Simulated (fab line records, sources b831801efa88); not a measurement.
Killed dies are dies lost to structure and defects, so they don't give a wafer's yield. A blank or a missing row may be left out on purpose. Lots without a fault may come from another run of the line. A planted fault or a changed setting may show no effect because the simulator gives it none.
fab line records | flow gf180mcu
record lots=5 wafers=23
route steps=602 shown STI@4 VT_IMPLANT@103
start_h: hours from the record's first day to the start of the lot's first wafer shown | wait_h: hours since the lot's step before | " the same as in the row above | L1.1+2: a row that stands for several wafers | - no value, or no start given | * or withheld: withheld | < > ~ a bound
route shown NAME@n: a module of which the file shows steps, and the number in the route of the first | usual: mean/standard deviation of fault-free wafers | same: alike in all rows | chamber/n: place in a boat | sites: the reading at each site | _std_site: their standard deviation | _edge_site: outer sites' mean less inner sites' | radius_mm: how far each site lies from the wafer's centre | mask NAME#n: copy n | behind: the tool/chamber that last shaped the wafer | hold: why the lot was held/for how many hours/how that ended | device: the transistor (n, p or np) that didn't switch | end of line: the same wafers' tests at the end of the route | a step without rows: its recipe alone | killed: dies lost to structure and defects at the first sort, not the wafer's yield | map: a wafer's dies, x killed, . not, _ none there
set.NAME: the setting as run; set.NAME@STEP: as run at that earlier step | model.NAME: the simulator's own value behind a step, which no gauge read
lots whose settings were changed on purpose; a table a step, a row a wafer
## steps
# step GF_STI_CVD_03
# recipe material=Si3N4 precursor=DCS/NH3 target_thk_nm=207.16 temp_c=770 time_s=3551 pressure_mtorr=250
# columns lot.wafer tool chamber start_h wait_h set.temp_c model.Si3N4_of_STI_CVD_03.thk_nm
L075.1 - - - 0.1 784.1 269.3
L075.2+5 " - " " 784.1 269.4
L075.3 " - " " 784.1 268.1
L075.6 " - " " 784.1 269.5
L076.1 - - - 0.1 762.8 180.1
L076.2 " - " " 762.8 179.9
L076.3 " - " " 762.8 180.4
L076.5 " - " " 762.8 178.3
L076.6 " - " " 762.8 178.5
L079.1 - - - 0.1 753.8 150.1
L079.2 " - " " 753.8 149.1
L079.3 " - " " 753.8 147.9
L079.4 " - " " 753.8 148.8
L079.5 " - " " 753.8 149.6
L080.1 lpcvd-01 1 42.51 0.1 770 204.4
L080.2 " 1 " " 770 206.2
L080.6 " 1 " " 770 204.1
L085.1 - - - 0.1 770 210.7
L085.2 " - " " 770 213.2
L085.4 " - " " 770 210.2
L085.5 " - " " 770 209.9
L085.6 " - " " 770 210.5
# step GF_STI_THK_MEAS_04
# recipe reads=Si3N4_of_STI_CVD_03
# usual STI_CVD_03_THK=206.3/2.4
# columns lot.wafer tool chamber start_h wait_h set.temp_c@STI_CVD_03 STI_CVD_03_THK[nm]
L075.1 film_metro-02 - - - 784.1 269.4
L075.2 " - " " 784.1 269.3
L075.3 " - " " 784.1 268.0
L075.5 " - " " 784.1 269.4
L075.6 " - " " 784.1 269.8
L076.1 film_metro-04 - - - 762.8 180.1
L076.2 " - " " 762.8 179.9
L076.3 " - " " 762.8 180.3
L076.5 " - " " 762.8 178.4
L076.6 " - " " 762.8 178.5
L079.1 film_metro-02 - - - 753.8 150.2
L079.2 " - " " 753.8 149.0
L079.3 " - " " 753.8 147.9
L079.4 " - " " 753.8 148.8
L079.5 " - " " 753.8 149.7
L080.1 film_metro-03 - 44.50 0.0 770 204.3
L080.2 " - " " 770 206.1
L080.6 " - " " 770 204.1
L085.1 film_metro-03 - - - 770 210.6
L085.2 " - " " 770 213.3
L085.4 " - " " 770 210.2
L085.5 " - " " 770 210.1
L085.6 " - " " 770 210.5
# step GF_STI_PEB_10
# recipe peb_temp_c=135 peb_time_s=90 resist=KrF
# columns lot.wafer tool chamber start_h wait_h set.peb_temp_c
L075.1+2 litho_track-03 0 - - 132.8
L075.3+5+6 " 0 " " 135
L076.1+2 litho_track-04 0 - - 135
L076.3+5+6 " 0 " " 138.8
L079.1+4+5 litho_track-04 0 - - 131.8
L079.2+3 " 0 " " 135
L080.1+2+6 litho_track-02 0 - - 135
L085.1+5 litho_track-03 0 - - 135
L085.2+4+6 " 0 " " 133.6
# step GF_STI_DEVELOP_11
# recipe develop_time_s=60 dev_temp_c=21
# step GF_STI_CD_MEAS_12
# recipe target_cd_nm=220
# usual cd_nm=220.2/1.1
# columns lot.wafer tool chamber start_h wait_h set.peb_temp_c@STI_PEB_10 cd_nm
L075.1 cd_sem-02 - 29.87 0.1 132.8 228.4
L075.2 " - " " 132.8 226.9
L075.3 " - " " 135 220.0
L075.5 " - " " 135 220.6
L075.6 " - " " 135 220.1
L076.1 cd_sem-02 - 35.42 0.1 135 219.8
L076.2 " - " " 135 220.1
L076.3 " - " " 138.8 211.5
L076.5 " - " " 138.8 210.5
L076.6 " - " " 138.8 211.4
L079.1 cd_sem-01 - 50.77 0.1 131.8 230.3
L079.2 " - " " 135 221.2
L079.3 " - " " 135 220.4
L079.4 " - " " 131.8 231.0
L079.5 " - " " 131.8 229.8
L080.1 cd_sem-02 - 56.98 0.1 135 220.1
L080.2 " - " " 135 218.7
L080.6 " - " " 135 219.1
L085.1 cd_sem-01 - 82.26 0.1 135 220.0
L085.2 " - " " 133.6 223.3
L085.4 " - " " 133.6 224.2
L085.5 " - " " 135 219.8
L085.6 " - " " 133.6 224.5
# step GF_STI_ETCH_13
# recipe chemistry=CHF3/O2 stop_on=Si over_etch_frac=0.3 target_depth_a=2823.1 source_w=600 bias_w=200 pressure_mtorr=40 chf3_flow_sccm=50 O2_flow_sccm=5 time_s=112.9
# usual oes_product_au=0.830/0.0073
# columns lot.wafer tool chamber start_h wait_h set.temp_c@STI_CVD_03 set.peb_temp_c@STI_PEB_10 oes_product_au model.etch.depth_nm model.STI.cd_nm
L075.1 rie_diel-01 0 29.99 0.1 784.1 132.8 0.967 - 228.5
L075.2 " 2 " " 784.1 132.8 0.966 - 226.7
L075.3 " 1 " " 784.1 135 0.970 - 220.5
L075.5 " 2 " " 784.1 135 0.963 - 220.2
L075.6 " 3 " " 784.1 135 0.973 - 220.3
L076.1 rie_diel-04 2 35.54 0.1 762.8 135 0.789 - 219.7
L076.2 " 0 " " 762.8 135 0.766 179.9 219.9
L076.3 " 3 " " 762.8 138.8 0.768 180.4 211.1
L076.5 " 0 " " 762.8 138.8 0.768 - 210.5
L076.6 " 3 " " 762.8 138.8 0.766 - 211.8
L079.1 rie_diel-04 1 50.89 0.1 753.8 131.8 0.705 - 230.2
L079.2 " 3 " " 753.8 135 0.698 - 221.5
L079.3 " 0 " " 753.8 135 0.700 147.9 220.4
L079.4 " 2 " " 753.8 131.8 0.708 - 230.9
L079.5 " 0 " " 753.8 131.8 0.702 - 229.4
L080.1 rie_diel-04 1 57.10 0.1 770 135 0.820 204.4 219.4
L080.2 " 3 " " 770 135 0.830 206.2 219.1
L080.6 " 1 " " 770 135 0.831 204.1 218.8
L085.1 rie_diel-01 3 82.38 0.1 770 135 0.836 210.7 220.3
L085.2 " 0 " " 770 133.6 0.852 - 223.7
L085.4 " 1 " " 770 133.6 0.845 - 224.4
L085.5 " 1 " " 770 135 0.839 - 219.9
L085.6 " 0 " " 770 133.6 0.836 - 224.6
# step GF_STI_ETCH_14
# recipe target=Si chemistry=HBr/Cl2/O2 target_depth_nm=360 icp_w=600 bias_w=150 pressure_mtorr=15 HBr_flow_sccm=150 Cl2_flow_sccm=40 O2_flow_sccm=6 time_s=102.9
# columns lot.wafer tool chamber start_h wait_h set.peb_temp_c@STI_PEB_10 model.STI.cd_nm
L075.1 rie_si-01 3 30.07 0.0 132.8 227.5
L075.2 " 0 " " 132.8 227.4
L075.3+6 " 2,3 " " 135 217.1
L075.5 " 2 " " 135 219.1
L076.1 rie_si-01 0 35.62 0.0 135 220
L076.2 " 1 " " 135 220.6
L076.3 " 2 " " 138.8 209.6
L076.5 " 1 " " 138.8 212.4
L076.6 " 2 " " 138.8 210.4
L079.1 rie_si-02 3 50.97 0.0 131.8 228.8
L079.2 " 0 " " 135 221.6
L079.3 " 0 " " 135 222.2
L079.4 " 3 " " 131.8 230.8
L079.5 " 3 " " 131.8 228.9
L080.1 rie_si-02 3 57.18 0.0 135 220.2
L080.2 " 2 " " 135 218.9
L080.6 " 2 " " 135 219.1
L085.1 rie_si-01 0 82.46 0.0 135 221.1
L085.2 " 1 " " 133.6 223.2
L085.4 " 1 " " 133.6 223.1
L085.5 " 0 " " 135 219.4
L085.6 " 2 " " 133.6 222.1
# step GF_STI_STRIP_15
# recipe chemistry=O2/N2 power_w=1400 pressure_mtorr=1500 platen_temp_c=250 o2_flow_sccm=3000 n2_flow_sccm=300 overash_fraction=0.5
# step GF_STI_CLEAN_16
# recipe chemistry=dHF time_s=25 dilution=100:1
# step GF_STI_WET_ETCH_17
# recipe chemistry=H3PO4 target_depth_nm=45 temp_c=160 target=Si3N4 time_s=514
# columns lot.wafer tool chamber start_h wait_h set.temp_c@STI_CVD_03 model.Si3N4_of_STI_CVD_03.thk_nm
L075.1+6 wet_bench-03 2 30.25 0.0 784.1 223.2
L075.2 " 2 " " 784.1 223.1
L075.3 " 2 " " 784.1 221.9
L075.5 " 2 " " 784.1 223.4
L076.1 wet_bench-01 0 35.81 0.0 762.8 135.2
L076.2 " 0 " " 762.8 135
L076.3 " 0 " " 762.8 135.7
L076.5 " 0 " " 762.8 133.5
L076.6 " 0 " " 762.8 133.4
L079.1 wet_bench-01 2 51.20 0.0 753.8 106.1
L079.2 " 2 " " 753.8 105.3
L079.3 " 2 " " 753.8 104.1
L079.4 " 2 " " 753.8 104.7
L079.5 " 2 " " 753.8 105.5
L080.1 wet_bench-01 3 57.39 0.0 770 159
L080.2 " 3 " " 770 160.7
L080.6 " 3 " " 770 158.2
L085.1 wet_bench-02 2 82.65 0.0 770 164.9
L085.2 " 2 " " 770 167.5
L085.4+6 " 2 " " 770 164.8
L085.5 " 2 " " 770 164
# step GF_STI_CVD_23
# recipe material=SiO2 target_thk_nm=650 sigma_open_frac=0.3 time_s=108.3 temp_c=600 sih4_flow_sccm=60 pressure_mtorr=6
# columns lot.wafer tool chamber start_h wait_h set.sih4_flow_sccm model.SiO2_of_STI_CVD_23.thk_nm
L075.1 hdpcvd-01 1 32.70 0.1 57.11 618.4
L075.2 " 2 " " 60 656.5
L075.3 " 0 " " 57.11 618.7
L075.5 " 2 " " 60 654.3
L075.6 " 1 " " 57.11 613.3
L076.1 hdpcvd-01 0 39.36 0.1 60 656.7
L076.2 " 2 " " 60 655.5
L076.3 " 1 " " 60 659.2
L076.5 " 1 " " 60 656.4
L076.6 " 0 " " 60 659.6
L079.1 hdpcvd-02 0 52.72 0.1 60 655.7
L079.2 " 2 " " 56.29 612.4
L079.3 " 1 " " 60 647.5
L079.4 " 1 " " 56.29 609.6
L079.5 " 2 " " 56.29 613.8
L080.1 hdpcvd-02 2 59.86 0.1 60 652.4
L080.2 " 1 " " 60 647.4
L080.6 " 1 " " 60 649.6
L085.1 hdpcvd-01 0 84.73 0.1 60 643.6
L085.2 " 2 " " 60 653
L085.4 " 1 " " 60 643.9
L085.5 " 2 " " 60 642.7
L085.6 " 0 " " 60 645.3
# step GF_STI_THK_MEAS_24
# recipe reads=SiO2_of_STI_CVD_23
# usual STI_CVD_23_THK=653/5.6
# columns lot.wafer tool chamber start_h wait_h set.sih4_flow_sccm@STI_CVD_23 STI_CVD_23_THK[nm]
L075.1 film_metro-03 - 32.78 0.0 57.11 619
L075.2 " - " " 60 657
L075.3 " - " " 57.11 619
L075.5 " - " " 60 655
L075.6 " - " " 57.11 613
L076.1 film_metro-04 - 39.44 0.0 60 657
L076.2 " - " " 60 656
L076.3 " - " " 60 659
L076.5 " - " " 60 657
L076.6 " - " " 60 659
L079.1 film_metro-04 - 52.80 0.0 60 655
L079.2 " - " " 56.29 613
L079.3 " - " " 60 648
L079.4 " - " " 56.29 609
L079.5 " - " " 56.29 614
L080.1 film_metro-04 - 59.93 0.0 60 652
L080.2 " - " " 60 647
L080.6 " - " " 60 650
L085.1 film_metro-02 - 84.81 0.0 60 644
L085.2 " - " " 60 653
L085.4 " - " " 60 644
L085.5 " - " " 60 643
L085.6 " - " " 60 646
# step GF_STI_OXIDATION_29
# recipe temp_c=900 ambient=O2 stabilise_s=600 purge_s=300 target_thk_a=100 ox_time_s=1418
# columns lot.wafer tool chamber start_h wait_h set.ox_time_s model.SiO2_of_STI_OXIDATION_29.thk_nm
L075.1 - - - 0.0 1344 9.765
L075.2 " - " " 1344 9.847
L075.3 " - " " 1344 9.761
L075.5 " - " " 1344 9.953
L075.6 " - " " 1344 9.762
L076.1 - - - 1.7 1569 10.76
L076.2 " - " " 1569 10.81
L076.3+6 " - " " 1569 10.75
L076.5 " - " " 1569 10.73
L079.1+4 - - - 0.0 1418 10.05
L079.2 " - " " 1418 10.16
L079.3 " - " " 1418 10.24
L079.5 " - " " 1418 10.14
L080.1 furnace-02 0 61.51 0.1 1418 10.12
L080.2 " 0 " " 1418 10.31
L080.6 " 0 " " 1418 10.1
L085.1 - - - 0.8 1506 10.44
L085.2+4 " - " " 1506 10.36
L085.5 " - " " 1506 10.4
L085.6 " - " " 1506 10.45
# step GF_STI_THK_MEAS_30
# recipe reads=SiO2_of_STI_OXIDATION_29
# usual STI_OXIDATION_02_THK=10.06/0.13
# columns lot.wafer tool chamber start_h wait_h set.ox_time_s@STI_OXIDATION_29 STI_OXIDATION_02_THK[nm]
L075.1 film_metro-03 - - - 1344 9.71
L075.2 " - " " 1344 9.81
L075.3 " - " " 1344 9.74
L075.5 " - " " 1344 9.94
L075.6 " - " " 1344 9.77
L076.1 film_metro-03 - - - 1569 10.74
L076.2 " - " " 1569 10.85
L076.3 " - " " 1569 10.78
L076.5 " - " " 1569 10.71
L076.6 " - " " 1569 10.72
L079.1 film_metro-03 - - - 1418 10.08
L079.2 " - " " 1418 10.19
L079.3 " - " " 1418 10.20
L079.4 " - " " 1418 9.98
L079.5 " - " " 1418 10.13
L080.1 film_metro-03 - 62.91 0.0 1418 10.06
L080.2 " - " " 1418 10.30
L080.6 " - " " 1418 10.12
L085.1 film_metro-03 - - - 1506 10.45
L085.2 " - " " 1506 10.35
L085.4 " - " " 1506 10.32
L085.5 " - " " 1506 10.43
L085.6 " - " " 1506 10.43
# step GF_VT_IMPLANT_COAT_13
# recipe resist=NOVOLAK spin_rpm=3000 resist_thk_nm=1000
# columns lot.wafer tool chamber start_h wait_h set.spin_rpm model.NOVOLAK_of_VT_IMPLANT_COAT_13.thk_nm
L075.1 litho_track-02 0 123.58 0.1 3000 1002
L075.2 " 0 " " 3000 1007
L075.3 " 0 " " 3000 1003
L075.5 " 0 " " 3000 1005
L075.6 " 0 " " 3000 1004
L076.1 litho_track-03 0 133.96 0.1 2935 1015
L076.2 " 0 " " 3000 1002
L076.3+5 " 0 " " 3000 999.3
L076.6 " 0 " " 2935 1013
L079.1 litho_track-02 0 147.43 0.1 2810 1035
L079.2 " 0 " " 3000 997.3
L079.3 " 0 " " 2810 1033
L079.4 " 0 " " 3000 999.6
L079.5 " 0 " " 3000 1001
L080.1 litho_track-03 0 156.46 0.1 3000 999.2
L080.2 " 0 " " 3000 1000
L080.6 " 0 " " 3000 999.8
L085.1+2 litho_track-01 0 187.48 0.1 2900 1017
L085.4+6 " 0 " " 3000 1006
L085.5 " 0 " " 3000 1002
# step GF_VT_IMPLANT_IMPLANT_19
# recipe species=As energy_kev=100 dose_cm2=4.35e+12 tilt_deg=7
# columns lot.wafer tool chamber start_h wait_h set.dose_cm2
L075.1+6 implanter-02 0 131.32 0.0 4.894e+12
L075.2+3+5 " 0 " " 4.35e+12
L076.1+2+3 implanter-03 0 141.47 0.0 4.867e+12
L076.5+6 " 0 " " 4.35e+12
L079.1+4+5 implanter-01 0 155.77 0.0 4.35e+12
L079.2+3 " 0 " " 4.945e+12
L080.1+2+6 implanter-03 0 164.32 0.0 4.35e+12
L085.1+2+4+5+6 implanter-02 0 195.75 0.0 4.35e+12
# step GF_VT_IMPLANT_STRIP_20
# recipe chemistry=O2/N2 power_w=1400 pressure_mtorr=1500 platen_temp_c=250 o2_flow_sccm=3000 n2_flow_sccm=300 overash_fraction=0.5
# usual strip_time_to_endpoint_s=12.65/0.037
# columns lot.wafer tool chamber start_h wait_h set.spin_rpm@VT_IMPLANT_COAT_13 strip_time_to_endpoint_s
L075.1 plasma_asher-02 1 131.47 0.1 3000 12.66
L075.2 " 0 " " 3000 12.72
L075.3 " 0 " " 3000 12.66
L075.5 " 1 " " 3000 12.68
L075.6 " 0 " " 3000 12.67
L076.1 plasma_asher-04 0 141.62 0.1 2935 12.81
L076.2 " 1 " " 3000 12.67
L076.3 " 0 " " 3000 12.61
L076.5 " 1 " " 3000 12.63
L076.6 " 0 " " 2935 12.78
L079.1 plasma_asher-04 0 155.92 0.1 2810 12.98
L079.2 " 1 " " 3000 12.60
L079.3 " 0 " " 2810 12.93
L079.4 " 1 " " 3000 12.63
L079.5 " 1 " " 3000 12.65
L080.1 plasma_asher-04 1 164.47 0.1 3000 12.62
L080.2 " 0 " " 3000 12.65
L080.6 " 0 " " 3000 12.63
L085.1 plasma_asher-04 0 195.90 0.1 2900 12.81
L085.2 " 1 " " 2900 12.81
L085.4 " 1 " " 3000 12.69
L085.5 " 0 " " 3000 12.65
L085.6 " 1 " " 3000 12.71
# step GF_VT_IMPLANT_TW_MEAS_21
# usual VT_IMPLANT_2_TW=1220/7
# columns lot.wafer tool chamber start_h wait_h set.dose_cm2@VT_IMPLANT_IMPLANT_19 VT_IMPLANT_2_TW
L075.1 film_metro-01 - 131.57 0.1 4.894e+12 1270
L075.2 " - " " 4.35e+12 1224
L075.3 " - " " 4.35e+12 1219
L075.5 " - " " 4.35e+12 1229
L075.6 " - " " 4.894e+12 1267
L076.1 film_metro-04 - 141.72 0.1 4.867e+12 1264
L076.2 " - " " 4.867e+12 1271
L076.3 " - " " 4.867e+12 1264
L076.5 " - " " 4.35e+12 1231
L076.6 " - " " 4.35e+12 1229
L079.1 film_metro-04 - 156.02 0.1 4.35e+12 1221
L079.2 " - " " 4.945e+12 1275
L079.3 " - " " 4.945e+12 1279
L079.4 " - " " 4.35e+12 1222
L079.5 " - " " 4.35e+12 1220
L080.1 film_metro-04 - 164.57 0.1 4.35e+12 1229
L080.2 " - " " 4.35e+12 1226
L080.6 " - " " 4.35e+12 1222
L085.1 film_metro-03 - 196.00 0.1 4.35e+12 1210
L085.2 " - " " 4.35e+12 1208
L085.4 " - " " 4.35e+12 1211
L085.5 " - " " 4.35e+12 1209
L085.6 " - " " 4.35e+12 1214
# step GF_VT_IMPLANT_IMPLANT_30
# recipe species=B energy_kev=25 dose_cm2=2.534e+12 tilt_deg=7
# columns lot.wafer tool chamber start_h wait_h set.dose_cm2
L075.1+5+6 implanter-01 0 146.47 0.0 2.534e+12
L075.2+3 " 0 " " 2.334e+12
L076.1+2+3+5+6 implanter-01 0 157.27 0.0 2.534e+12
L079.1+2+4 implanter-01 0 171.42 0.0 2.316e+12
L079.3+5 " 0 " " 2.534e+12
L080.1+2+6 implanter-01 0 180.92 0.0 2.534e+12
L085.1+2+6 implanter-01 0 213.32 0.0 2.202e+12
L085.4+5 " 0 " " 2.534e+12
# step GF_VT_IMPLANT_STRIP_31
# recipe chemistry=O2/N2 power_w=1400 pressure_mtorr=1500 platen_temp_c=250 o2_flow_sccm=3000 n2_flow_sccm=300 overash_fraction=0.5
# step GF_VT_IMPLANT_TW_MEAS_32
# usual VT_IMPLANT_3_TW=270.0/1.6
# columns lot.wafer tool chamber start_h wait_h set.dose_cm2@VT_IMPLANT_IMPLANT_30 VT_IMPLANT_3_TW
L075.1 film_metro-03 - 146.72 0.1 2.534e+12 268.1
L075.2 " - " " 2.334e+12 263.3
L075.3 " - " " 2.334e+12 263.4
L075.5 " - " " 2.534e+12 269.9
L075.6 " - " " 2.534e+12 267.5
L076.1 film_metro-04 - 157.52 0.1 2.534e+12 271.3
L076.2 " - " " 2.534e+12 272.5
L076.3 " - " " 2.534e+12 272.5
L076.5 " - " " 2.534e+12 272.5
L076.6 " - " " 2.534e+12 271.8
L079.1 film_metro-04 - 171.67 0.1 2.316e+12 263.5
L079.2 " - " " 2.316e+12 265.1
L079.3 " - " " 2.534e+12 273.5
L079.4 " - " " 2.316e+12 264.0
L079.5 " - " " 2.534e+12 271.5
L080.1 film_metro-04 - 181.17 0.1 2.534e+12 270.6
L080.2 " - " " 2.534e+12 269.8
L080.6 " - " " 2.534e+12 270.9
L085.1 film_metro-01 - 213.57 0.1 2.202e+12 259.2
L085.2 " - " " 2.202e+12 260.2
L085.4 " - " " 2.534e+12 271.5
L085.5 " - " " 2.534e+12 270.7
L085.6 " - " " 2.202e+12 258.8
# step GF_VT_IMPLANT_WET_ETCH_50
# recipe chemistry=dHF target_depth_nm=20 target=SiO2 temp_c=25 dilution=100:1 time_s=400
# columns lot.wafer tool chamber start_h wait_h set.time_s model.SiO2_of_STI_CVD_23.thk_nm
L075.1 - - - 0.1 360.3 382.1
L075.2+6 " - " " 360.3 382.6
L075.3 " - " " 360.3 383.9
L075.5 " - " " 360.3 381.8
L076.1+2+3 - - - 0.1 351.4 383.4
L076.5 " - " " 351.4 382.2
L076.6 " - " " 351.4 382.5
L079.1 - - - 0.1 400 379.4
L079.2 " - " " 400 380
L079.3 " - " " 400 379
L079.4 " - " " 400 379.1
L079.5 " - " " 400 378.7
L080.1 wet_bench-01 2 199.06 0.1 400 381.3
L080.2 " 2 " " 400 381.1
L080.6 " 2 " " 400 380.5
L085.1 - - - 0.1 367.8 382.4
L085.2 " - " " 367.8 380.8
L085.4 " - " " 367.8 381.8
L085.5 " - " " 367.8 381.7
L085.6 " - " " 367.8 382.2
## key
split step=GF_STI_CVD_03 setting=temp_c stated=770 by=lot
response step=GF_STI_CVD_03 reading=model.Si3N4_of_STI_CVD_03.thk_nm change=+30.7 per=1% r=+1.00
response step=GF_STI_THK_MEAS_04 reading=STI_CVD_03_THK change=+30.7 per=1% r=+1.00
response step=GF_STI_ETCH_13 reading=oes_product_au change=+0.0678 per=1% r=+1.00
response step=GF_STI_ETCH_13 reading=model.etch.depth_nm change=+27.8 per=1% r=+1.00
response step=GF_STI_WET_ETCH_17 reading=model.Si3N4_of_STI_CVD_03.thk_nm change=+30.1 per=1% r=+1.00
split step=GF_STI_PEB_10 setting=peb_temp_c stated=135 by=wafer
response step=GF_STI_CD_MEAS_12 reading=cd_nm change=-3.69 per=1% r=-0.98
response step=GF_STI_ETCH_13 reading=model.STI.cd_nm change=-3.61 per=1% r=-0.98
response step=GF_STI_ETCH_14 reading=model.STI.cd_nm change=-3.67 per=1% r=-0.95
split step=GF_STI_CVD_23 setting=sih4_flow_sccm stated=60 by=wafer
response step=GF_STI_CVD_23 reading=model.SiO2_of_STI_CVD_23.thk_nm change=+7.02 per=1% r=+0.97
response step=GF_STI_THK_MEAS_24 reading=STI_CVD_23_THK change=+7.02 per=1% r=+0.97
split step=GF_STI_OXIDATION_29 setting=ox_time_s stated=1418 by=lot
response step=GF_STI_OXIDATION_29 reading=model.SiO2_of_STI_OXIDATION_29.thk_nm change=+0.0566 per=1% r=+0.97
response step=GF_STI_THK_MEAS_30 reading=STI_OXIDATION_02_THK change=+0.0581 per=1% r=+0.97
split step=GF_VT_IMPLANT_COAT_13 setting=spin_rpm stated=3000 by=wafer
response step=GF_VT_IMPLANT_COAT_13 reading=model.NOVOLAK_of_VT_IMPLANT_COAT_13.thk_nm change=-5.17 per=1% r=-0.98
response step=GF_VT_IMPLANT_STRIP_20 reading=strip_time_to_endpoint_s change=* per=1% r=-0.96
split step=GF_VT_IMPLANT_IMPLANT_19 setting=dose_cm2 stated=4.35e+12 by=wafer
response step=GF_VT_IMPLANT_TW_MEAS_21 reading=VT_IMPLANT_2_TW change=+3.62 per=1% r=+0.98
split step=GF_VT_IMPLANT_IMPLANT_30 setting=dose_cm2 stated=2.534e+12 by=wafer
response step=GF_VT_IMPLANT_TW_MEAS_32 reading=VT_IMPLANT_3_TW change=+0.864 per=1% r=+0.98
split step=GF_VT_IMPLANT_WET_ETCH_50 setting=time_s stated=400 by=lot
response step=GF_VT_IMPLANT_WET_ETCH_50 reading=model.SiO2_of_STI_CVD_23.thk_nm change=-0.259 per=1% r=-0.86
